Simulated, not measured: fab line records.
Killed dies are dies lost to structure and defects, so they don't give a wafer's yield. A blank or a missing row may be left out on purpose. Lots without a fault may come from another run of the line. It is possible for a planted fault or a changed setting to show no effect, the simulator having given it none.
Comparing a struck lot with a sound one ; flow sky130 ; 43 steps out of a route of 708
Sound: these wafers, L866.1, L866.3, L866.4. Struck: wafers L871.1, L871.3, L871.6. Last of all comes the cause.
Per side, at each step with rows, come the tool, then ch with its chambers, and then its first start. Under that, the readings that differ: sound wafers ; struck wafers ; difference of the means ; sigmas: that difference in standard deviations of wafers without a fault.
alike: a reading whose means differ by less than 2 such deviations, as well as words and numbers matching on both sides. not compared: withheld readings; readings where some wafer has no value; bounds like >300 that might hide an equal value; numbers whose values overlap and for which the record gives no deviation.
A row with sigmas, a row that says differs or no value, or rows on one side alone: a step with any of these is where the two part. Numbers that have no deviation but don't overlap get no sigmas and don't part them. A reading missing from all wafers of one side parts the sides only when that side holds two or more wafers.

SKY_VT_ADJUST_LVTN_STRIP_20: strips in O2/N2.
  sound on plasma_asher-02 ch 0,1, day 10 03:06; struck on plasma_asher-03 ch 0,1, day 11 05:52
  alike: drypump_motor_current_A, oes_product_au, strip_time_to_endpoint_s
  not compared: rf_hours_counter_h
SKY_VT_ADJUST_LVTN_TW_MEAS_21:
  sound on film_metro-02 at day 10 03:12; struck on film_metro-01 at day 11 05:58
  alike: VT_ADJUST_LVTN_2_TW
then, 7 steps without rows for these wafers: SKY_VT_ADJUST_NCORE_DEHYDRATE_00 (time 60 s); SKY_VT_ADJUST_NCORE_HMDS_01 (prime time 60 s); SKY_VT_ADJUST_NCORE_COAT_02 (resist thk 1140 nm); SKY_VT_ADJUST_NCORE_SOFTBAKE_03 (time 60 s); SKY_VT_ADJUST_NCORE_EXPOSE_04 (exposes mask LVTN COMPLEMENT THIN, target cd 380 nm); SKY_VT_ADJUST_NCORE_PEB_05; SKY_VT_ADJUST_NCORE_DEVELOP_06 (develop time 60 s).
SKY_VT_ADJUST_NCORE_CD_MEAS_07 targets a cd of 380 nm.
  sound on cd_sem-01 at day 11 01:49; struck on cd_sem-02 at day 12 05:25
  alike: cd_nm
SKY_VT_ADJUST_NCORE_OVL_MEAS_08:
  sound on overlay-01 at day 11 01:56; struck on overlay-02 at day 12 05:32
  alike: VT_ADJUST_NCORE_OVL
after that, 1 step had no rows for these wafers: SKY_VT_ADJUST_NCORE_IMPLANT_09.
SKY_VT_ADJUST_NCORE_STRIP_10: strips in O2/N2.
  sound on plasma_asher-01 ch 0,1, day 11 02:07; struck on plasma_asher-01 ch 0,1, day 12 05:43
reading;sound;struck;difference;sigmas
strip_time_to_endpoint_s (s);14.19 14.17 14.14;14.26 14.25 14.27;+0.09;+2
  alike: drypump_motor_current_A, oes_product_au
  not compared: rf_hours_counter_h
SKY_VT_ADJUST_NCORE_TW_MEAS_11:
  sound on film_metro-03 at day 11 02:13; struck on film_metro-01 at day 12 05:49
  alike: VT_ADJUST_NCORE_TW
then, 7 steps without rows for these wafers: SKY_VT_ADJUST_HVTR_DEHYDRATE_00 (time 60 s); SKY_VT_ADJUST_HVTR_HMDS_01 (prime time 60 s); SKY_VT_ADJUST_HVTR_COAT_02 (resist thk 1140 nm); SKY_VT_ADJUST_HVTR_SOFTBAKE_03 (time 60 s); SKY_VT_ADJUST_HVTR_EXPOSE_04 (exposes mask HVTRM, target cd 380 nm); SKY_VT_ADJUST_HVTR_PEB_05; SKY_VT_ADJUST_HVTR_DEVELOP_06 (develop time 60 s).
SKY_VT_ADJUST_HVTR_CD_MEAS_07 targets a cd of 380 nm.
  sound on cd_sem-02 at day 12 01:45; struck on cd_sem-01 at day 13 06:54
  alike: cd_nm
SKY_VT_ADJUST_HVTR_OVL_MEAS_08:
  sound on overlay-01 at day 12 01:52; struck on overlay-01 at day 13 07:01
  alike: VT_ADJUST_HVTR_OVL
after that, 1 step had no rows for these wafers: SKY_VT_ADJUST_HVTR_IMPLANT_09.
SKY_VT_ADJUST_HVTR_STRIP_10: strips in O2/N2.
  sound on plasma_asher-02 ch 0,1, day 12 02:04; struck on plasma_asher-03 ch 0,1, day 13 07:12
  alike: drypump_motor_current_A, oes_product_au, strip_time_to_endpoint_s
  not compared: rf_hours_counter_h
SKY_VT_ADJUST_HVTR_TW_MEAS_11:
  sound on film_metro-03 at day 12 02:10; struck on film_metro-03 at day 13 07:18
  alike: VT_ADJUST_HVTR_TW
then, 7 steps without rows for these wafers: SKY_VT_ADJUST_PCH_DEHYDRATE_00 (time 60 s); SKY_VT_ADJUST_PCH_HMDS_01 (prime time 60 s); SKY_VT_ADJUST_PCH_COAT_02 (resist thk 3000 nm); SKY_VT_ADJUST_PCH_SOFTBAKE_03; SKY_VT_ADJUST_PCH_EXPOSE_04 (exposes mask NWM, target cd 840 nm); SKY_VT_ADJUST_PCH_PEB_05; SKY_VT_ADJUST_PCH_DEVELOP_06 (develop time 60 s).
SKY_VT_ADJUST_PCH_OVL_MEAS_07:
  sound on overlay-02 at day 13 03:46; struck on overlay-01 at day 14 08:48
  alike: VT_ADJUST_PCH_OVL
after that, 1 step had no rows for these wafers: SKY_VT_ADJUST_PCH_IMPLANT_08.
SKY_VT_ADJUST_PCH_STRIP_09: strips in O2/N2.
  sound on plasma_asher-02 ch 0,1, day 13 03:57; struck on plasma_asher-01 ch 1, day 14 08:59
  alike: drypump_motor_current_A, oes_product_au, strip_time_to_endpoint_s
  not compared: rf_hours_counter_h
SKY_VT_ADJUST_PCH_TW_MEAS_10:
  sound on film_metro-02 at day 13 04:03; struck on film_metro-04 at day 14 09:05
  alike: VT_ADJUST_PCH_TW
then, 5 steps without rows for these wafers: SKY_SONOS_TUNNEL_DEHYDRATE_00 (time 60 s); SKY_SONOS_TUNNEL_HMDS_01 (prime time 60 s); SKY_SONOS_TUNNEL_COAT_02 (resist thk 1140 nm); SKY_SONOS_TUNNEL_SOFTBAKE_03 (time 60 s); SKY_SONOS_TUNNEL_EXPOSE_04 (exposes mask TUNM, target cd 410 nm).
-- here the record skips 35 days between the struck wafers' starts before and after, leaving off in module SONOS_TUNNEL and picking up in module PAD_OPEN (first step shown: number 708 of the route) --
SKY_PAD_OPEN_PROBE_99:
  sound on prober-02 at day 48 02:12; struck on prober-01 at day 48 22:38
reading;sound;struck;difference;sigmas
killed_at_front_end;20 16 18;44 46 43;+26;+6
  alike: killed_at_M0_to_M3, killed_at_M4_up, killed_at_contacts, killed_at_other, killed_dies, killed_open, killed_short

## WHERE THEY PART
At SKY_VT_ADJUST_NCORE_STRIP_10 first; at SKY_PAD_OPEN_PROBE_99 last (within this record only).

WHY: the cause the simulator had injected
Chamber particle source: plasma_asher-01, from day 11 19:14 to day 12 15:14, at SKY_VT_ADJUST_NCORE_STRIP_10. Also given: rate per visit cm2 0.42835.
